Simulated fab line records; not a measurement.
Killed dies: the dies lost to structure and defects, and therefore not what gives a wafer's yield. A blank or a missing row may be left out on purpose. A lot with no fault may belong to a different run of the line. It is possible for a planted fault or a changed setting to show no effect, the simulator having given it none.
Problem report in the 8D (eight disciplines) form, filled by code | flow sfq-line | the parts of the form that need people (team, actions taken, sign-off) are left out

== 1. PROBLEM STATEMENT ==
Wafers without a fault read 50.00 mTorr, standard deviation 0.047; chamber-pressure-mTorr at SFQ_TRILAYER_L0_VIA_STRIP_STRIP_017 reads a mean of 60.00 mTorr on 6 wafers belonging to 2 lots. So: +99 or more standard deviations from the usual mean.
The step: strips in O2.
The first sign was on wafer L513.1 at day 8 08:02, on rie-metal-04. At this step, 42 wafers from 14 lots have a number in the record. Rule for "out" (also "out of limits"): further than 4 standard deviations from the usual mean. All remaining wafers that have a number are taken as sound.

== 2. WHAT THIS IS AND IS NOT ==
question                    | is                     | is not
which readings at this step | chamber-pressure-mTorr | drypump-motor-current-A, he-backside-leak-sccm, oes-product-au
which lots                  | L513, L515             | L500, L501, L502, L503, L504, L505, L514, L516, L518, L519, L520, L521
which wafers of those lots  | all that have a number | -
read on which tools         | rie-metal-04           | rie-metal-01, rie-metal-03
when                        | from day 8 08:02       | up to then (18 sound wafers); but 18 sound wafers of L514, L516, L518, L519, L520, L521 came after

== 3. WHAT RULES OUT EACH SUSPECT ==
Counting: a tool at a process step up to the reading stays a suspect if it ran every lot that is out and no sound lot after the first of them.
- rie-metal-04 at SFQ_TRILAYER_L0_VIA_STRIP_STRIP_017 (strips in O2): kept. It ran every lot that is out, first L513 (day 8 08:02), and no sound lot after that; its last sound lot up to then is L505 (day 6 10:38). Its own chamber-pressure-mTorr readings are out on those wafers.
Remaining after the count: rie-metal-04 at SFQ_TRILAYER_L0_VIA_STRIP_STRIP_017.

== 4. THE CAUSE (what the simulator had put in) ==
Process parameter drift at SFQ_TRILAYER_L0_VIA_STRIP_STRIP_017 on rie-metal-04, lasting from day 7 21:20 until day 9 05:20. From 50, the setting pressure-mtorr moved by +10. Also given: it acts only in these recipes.
This tool alone remained once counting was done.

== 5. SEQUENCE OF EFFECTS, ordered by route ==
Each row: a reading whose mean over the struck wafers that have a number lies more than 3 standard deviations from the usual. Readings are gone through only where the record gives a usual standard deviation; hours: the median, over the lots, of the time from a lot's start at the first step in this table giving one to that lot's start at this step; sigmas: the change measured in usual standard deviations.
hours | step                                | reading                | usual       | on struck wafers | change | sigmas
0     | SFQ_TRILAYER_L0_VIA_STRIP_STRIP_017 | chamber-pressure-mTorr | 50.00 mTorr | 60.00            | +10.00 | +99 or more
The process steps in it:
- SFQ_TRILAYER_L0_VIA_STRIP_STRIP_017: strips in O2.

== 6. WHAT WOULD HAVE CAUGHT IT SOONER ==
In this record the first reading out of limits was taken at day 8 08:02, 11 hours after the fault began at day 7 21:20.
